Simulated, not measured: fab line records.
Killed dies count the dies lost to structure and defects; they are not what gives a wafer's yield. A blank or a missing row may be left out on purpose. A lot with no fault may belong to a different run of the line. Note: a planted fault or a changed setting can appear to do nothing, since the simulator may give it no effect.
Which tool did it? || flow gf180mcu || 12 lots, 36 wafers sampled, at 5 steps of a route of 602

WHAT THE GAUGES SHOWED, per wafer
GF_PASSIVATION_THK_MEAS_01.
{"lot": "L641", "measured": "day 28 17:46", "on": "film metro-03", "PASSIVATION_CVD_00_THK (nm)": "984 975 999"}
{"lot": "L642", "measured": "day 28 23:53", "on": "film metro-03", "PASSIVATION_CVD_00_THK (nm)": "996 987 991"}
{"lot": "L644", "measured": "day 29 19:21", "on": "film metro-02", "PASSIVATION_CVD_00_THK (nm)": "1013 1015 1013"}
{"lot": "L647", "measured": "day 30 10:40", "on": "film metro-02", "PASSIVATION_CVD_00_THK (nm)": "1003 1006 1008"}
{"lot": "L648", "measured": "day 30 20:37", "on": "film metro-02", "PASSIVATION_CVD_00_THK (nm)": "989 994 1009"}
{"lot": "L649", "measured": "day 31 04:24", "on": "film metro-01", "PASSIVATION_CVD_00_THK (nm)": "1003 1012 1016"}
{"lot": "L650", "measured": "day 31 09:29", "on": "film metro-01", "PASSIVATION_CVD_00_THK (nm)": "997 1028 1015"}
{"lot": "L651", "measured": "day 31 19:02", "on": "film metro-01", "PASSIVATION_CVD_00_THK (nm)": "972 991 1011"}
{"lot": "L652", "measured": "day 32 00:13", "on": "film metro-02", "PASSIVATION_CVD_00_THK (nm)": "996 999 993"}
{"lot": "L660", "measured": "day 33 20:42", "on": "film metro-01", "PASSIVATION_CVD_00_THK (nm)": "999 991 359 998 990 359"}
{"lot": "L661", "measured": "day 34 01:11", "on": "film metro-02", "PASSIVATION_CVD_00_THK (nm)": "356 1003 354 356 1002 354"}
{"lot": "L664", "measured": "day 34 16:53", "on": "film metro-01", "PASSIVATION_CVD_00_THK (nm)": "996 985 1002"}

TOOL THAT RAN EACH LOT (tool first, then ch and the chambers of the sampled wafers, then the start)
{"lot": "L641", "GF_V5_SPUTTER_22": "pvd sputter-04, day 27 19:54", "GF_V5_CVD_23": "cvd w-01 ch 1, day 27 19:56", "GF_TOP_METAL_SPUTTER_03": "pvd sputter-03, day 27 20:42", "GF_PASSIVATION_CVD_00": "pecvd-04 ch 0,2, day 28 17:40"}
{"lot": "L642", "GF_V5_SPUTTER_22": "pvd sputter-04, day 28 01:44", "GF_V5_CVD_23": "cvd w-01 ch 1, day 28 01:47", "GF_TOP_METAL_SPUTTER_03": "pvd sputter-01, day 28 02:40", "GF_PASSIVATION_CVD_00": "pecvd-02 ch 0,1,2, day 28 23:49"}
{"lot": "L644", "GF_V5_SPUTTER_22": "pvd sputter-01, day 28 21:52", "GF_V5_CVD_23": "cvd w-02 ch 1, day 28 21:55", "GF_TOP_METAL_SPUTTER_03": "pvd sputter-03, day 28 22:41", "GF_PASSIVATION_CVD_00": "pecvd-03 ch 0,1,2, day 29 19:16"}
{"lot": "L647", "GF_V5_SPUTTER_22": "pvd sputter-01, day 29 13:49", "GF_V5_CVD_23": "cvd w-02 ch 0,1, day 29 13:52", "GF_TOP_METAL_SPUTTER_03": "pvd sputter-02, day 29 14:36", "GF_PASSIVATION_CVD_00": "pecvd-03 ch 0,1,2, day 30 10:35"}
{"lot": "L648", "GF_V5_SPUTTER_22": "pvd sputter-04, day 29 23:59", "GF_V5_CVD_23": "cvd w-01 ch 0,1, day 30 00:02", "GF_TOP_METAL_SPUTTER_03": "pvd sputter-02, day 30 00:47", "GF_PASSIVATION_CVD_00": "pecvd-02 ch 0,1,2, day 30 20:31"}
{"lot": "L649", "GF_V5_SPUTTER_22": "pvd sputter-01, day 30 07:50", "GF_V5_CVD_23": "cvd w-01 ch 0,1, day 30 07:53", "GF_TOP_METAL_SPUTTER_03": "pvd sputter-01, day 30 08:43", "GF_PASSIVATION_CVD_00": "pecvd-04 ch 0,1, day 31 04:19"}
{"lot": "L650", "GF_V5_SPUTTER_22": "pvd sputter-03, day 30 13:46", "GF_V5_CVD_23": "cvd w-01 ch 0,1, day 30 13:49", "GF_TOP_METAL_SPUTTER_03": "pvd sputter-01, day 30 14:34", "GF_PASSIVATION_CVD_00": "pecvd-02 ch 0,1, day 31 09:25"}
{"lot": "L651", "GF_V5_SPUTTER_22": "pvd sputter-03, day 31 00:17", "GF_V5_CVD_23": "cvd w-02 ch 0,1, day 31 00:20", "GF_TOP_METAL_SPUTTER_03": "pvd sputter-03, day 31 01:05", "GF_PASSIVATION_CVD_00": "pecvd-02 ch 0,1,2, day 31 18:58"}
{"lot": "L652", "GF_V5_SPUTTER_22": "pvd sputter-04, day 31 04:44", "GF_V5_CVD_23": "cvd w-02 ch 0,1, day 31 04:47", "GF_TOP_METAL_SPUTTER_03": "pvd sputter-03, day 31 05:31", "GF_PASSIVATION_CVD_00": "pecvd-03 ch 0,1,2, day 32 00:09"}
{"lot": "L660", "GF_V5_SPUTTER_22": "pvd sputter-01, day 33 03:11", "GF_V5_CVD_23": "cvd w-01 ch 0,1, day 33 03:14", "GF_TOP_METAL_SPUTTER_03": "pvd sputter-03, day 33 03:59", "GF_PASSIVATION_CVD_00": "pecvd-03 ch 0,1,2, day 33 20:35"}
{"lot": "L661", "GF_V5_SPUTTER_22": "pvd sputter-03, day 33 07:32", "GF_V5_CVD_23": "cvd w-01 ch 0,1, day 33 07:35", "GF_TOP_METAL_SPUTTER_03": "pvd sputter-02, day 33 08:20", "GF_PASSIVATION_CVD_00": "pecvd-03 ch 0,1, day 34 01:07"}
{"lot": "L664", "GF_V5_SPUTTER_22": "pvd sputter-03, day 33 23:48", "GF_V5_CVD_23": "cvd w-02 ch 0,1, day 33 23:50", "GF_TOP_METAL_SPUTTER_03": "pvd sputter-01, day 34 00:36", "GF_PASSIVATION_CVD_00": "pecvd-02 ch 0,1, day 34 16:49"}
- GF_V5_SPUTTER_22: material TiN, target thk 10 nm, time 40 s.
- GF_V5_CVD_23: deposits W, target thk 350 nm, time 104.9 s.
- GF_TOP_METAL_SPUTTER_03: material Ti, target thk 5 nm, time 3.3 s.
- GF_PASSIVATION_CVD_00: deposits SiO2 from TEOS, target thk 1000 nm, time 111.95 s.

WHAT THE TOOLS THEMSELVES READ (means of the sampled wafers that have a number; where no wafer has one, the mark that the record gives instead)
GF_V5_SPUTTER_22.
{"lot": "L641", "tool": "pvd sputter-04", "throttle valve pct (%)": 31.4}
{"lot": "L642", "tool": "pvd sputter-04", "throttle valve pct (%)": 30.4}
{"lot": "L644", "tool": "pvd sputter-01", "throttle valve pct (%)": 30.9}
{"lot": "L647", "tool": "pvd sputter-01", "throttle valve pct (%)": 30.4}
{"lot": "L648", "tool": "pvd sputter-04", "throttle valve pct (%)": 29.8}
{"lot": "L649", "tool": "pvd sputter-01", "throttle valve pct (%)": 30.9}
{"lot": "L650", "tool": "pvd sputter-03", "throttle valve pct (%)": 31.1}
{"lot": "L651", "tool": "pvd sputter-03", "throttle valve pct (%)": 31.1}
{"lot": "L652", "tool": "pvd sputter-04", "throttle valve pct (%)": 30.3}
{"lot": "L660", "tool": "pvd sputter-01", "throttle valve pct (%)": 30.8}
{"lot": "L661", "tool": "pvd sputter-03", "throttle valve pct (%)": 31.4}
{"lot": "L664", "tool": "pvd sputter-03", "throttle valve pct (%)": 30.7}

GF_V5_CVD_23.
{"lot": "L641", "tool": "cvd w-01", "heater power w (W)": 797, "susceptor temp C (C)": 399.75}
{"lot": "L642", "tool": "cvd w-01", "heater power w (W)": 788, "susceptor temp C (C)": 399.94}
{"lot": "L644", "tool": "cvd w-02", "heater power w (W)": 889, "susceptor temp C (C)": 399.99}
{"lot": "L647", "tool": "cvd w-02", "heater power w (W)": 916, "susceptor temp C (C)": 400.02}
{"lot": "L648", "tool": "cvd w-01", "heater power w (W)": 821, "susceptor temp C (C)": 400.18}
{"lot": "L649", "tool": "cvd w-01", "heater power w (W)": 845, "susceptor temp C (C)": 399.91}
{"lot": "L650", "tool": "cvd w-01", "heater power w (W)": 808, "susceptor temp C (C)": 399.74}
{"lot": "L651", "tool": "cvd w-02", "heater power w (W)": 915, "susceptor temp C (C)": 399.99}
{"lot": "L652", "tool": "cvd w-02", "heater power w (W)": 918, "susceptor temp C (C)": 400.19}
{"lot": "L660", "tool": "cvd w-01", "heater power w (W)": 860, "susceptor temp C (C)": 399.85}
{"lot": "L661", "tool": "cvd w-01", "heater power w (W)": 855, "susceptor temp C (C)": 399.94}
{"lot": "L664", "tool": "cvd w-02", "heater power w (W)": 911, "susceptor temp C (C)": 400.06}

GF_TOP_METAL_SPUTTER_03.
{"lot": "L641", "tool": "pvd sputter-03", "throttle valve pct (%)": 31.9}
{"lot": "L642", "tool": "pvd sputter-01", "throttle valve pct (%)": 30.4}
{"lot": "L644", "tool": "pvd sputter-03", "throttle valve pct (%)": 31.8}
{"lot": "L647", "tool": "pvd sputter-02", "throttle valve pct (%)": 29.6}
{"lot": "L648", "tool": "pvd sputter-02", "throttle valve pct (%)": 30.3}
{"lot": "L649", "tool": "pvd sputter-01", "throttle valve pct (%)": 30.8}
{"lot": "L650", "tool": "pvd sputter-01", "throttle valve pct (%)": 31.0}
{"lot": "L651", "tool": "pvd sputter-03", "throttle valve pct (%)": 31.5}
{"lot": "L652", "tool": "pvd sputter-03", "throttle valve pct (%)": 30.8}
{"lot": "L660", "tool": "pvd sputter-03", "throttle valve pct (%)": 31.4}
{"lot": "L661", "tool": "pvd sputter-02", "throttle valve pct (%)": 30.5}
{"lot": "L664", "tool": "pvd sputter-01", "throttle valve pct (%)": 30.2}

GF_PASSIVATION_CVD_00.
{"lot": "L641", "tool": "pecvd-04", "heater power w (W)": 704, "rf fwd power W (W)": 595.7, "susceptor temp C (C)": 400.02}
{"lot": "L642", "tool": "pecvd-02", "heater power w (W)": 764, "rf fwd power W (W)": 597.4, "susceptor temp C (C)": 400.00}
{"lot": "L644", "tool": "pecvd-03", "heater power w (W)": 676, "rf fwd power W (W)": 598.4, "susceptor temp C (C)": 400.13}
{"lot": "L647", "tool": "pecvd-03", "heater power w (W)": 712, "rf fwd power W (W)": 597.1, "susceptor temp C (C)": 399.92}
{"lot": "L648", "tool": "pecvd-02", "heater power w (W)": 750, "rf fwd power W (W)": 598.6, "susceptor temp C (C)": 399.94}
{"lot": "L649", "tool": "pecvd-04", "heater power w (W)": 591, "rf fwd power W (W)": 598.4, "susceptor temp C (C)": 400.17}
{"lot": "L650", "tool": "pecvd-02", "heater power w (W)": 720, "rf fwd power W (W)": 598.1, "susceptor temp C (C)": 400.06}
{"lot": "L651", "tool": "pecvd-02", "heater power w (W)": 742, "rf fwd power W (W)": 597.9, "susceptor temp C (C)": 399.92}
{"lot": "L652", "tool": "pecvd-03", "heater power w (W)": 750, "rf fwd power W (W)": 597.0, "susceptor temp C (C)": 399.96}
{"lot": "L660", "tool": "pecvd-03", "heater power w (W)": 695, "rf fwd power W (W)": 598.3, "susceptor temp C (C)": 400.00}
{"lot": "L661", "tool": "pecvd-03", "heater power w (W)": 738, "rf fwd power W (W)": 596.8, "susceptor temp C (C)": 400.19}
{"lot": "L664", "tool": "pecvd-02", "heater power w (W)": 696, "rf fwd power W (W)": 596.1, "susceptor temp C (C)": 399.92}

THE ANSWER, worked out from the rows above alone
Rule: the usual values come from the lots themselves. The widest of any qualifying gaps counts: lots, ordered by their means at a reading, are off when they make up no more than a third of the lots, leave a main group of 4 or more, and stand apart from it by 3 or more times the standard deviation of that group's means. A main group whose means are all the same, to the digits that the tables above print for the reading, isn't used. A lot without any number at a reading at which 4 lots or more have one is off too. Where the step has rows for the other lots, those lots are counted as sound. Order of review: gauges by route order, followed by the tools' own readings, for which a lot's mean as printed above is used. At the first step where some lot is off, the reading lying furthest off is the one used; lots without a number count as furthest.
Off: L660, L661, seen at GF_PASSIVATION_THK_MEAS_01 (PASSIVATION_CVD_00_THK). Main group: mean 1000 nm, sd 9.5.
A tool fits if, at a process step before that reading, it ran every lot that is off, and no sound lot after the first of them. Gauges at GF_PASSIVATION_THK_MEAS_01: tried the same way as those tools. This does not decide it: 2 tools fit, namely cvd w-01 at GF_V5_CVD_23 and pecvd-03 at GF_PASSIVATION_CVD_00.

WHAT WAS PUT IN BY THE SIMULATOR
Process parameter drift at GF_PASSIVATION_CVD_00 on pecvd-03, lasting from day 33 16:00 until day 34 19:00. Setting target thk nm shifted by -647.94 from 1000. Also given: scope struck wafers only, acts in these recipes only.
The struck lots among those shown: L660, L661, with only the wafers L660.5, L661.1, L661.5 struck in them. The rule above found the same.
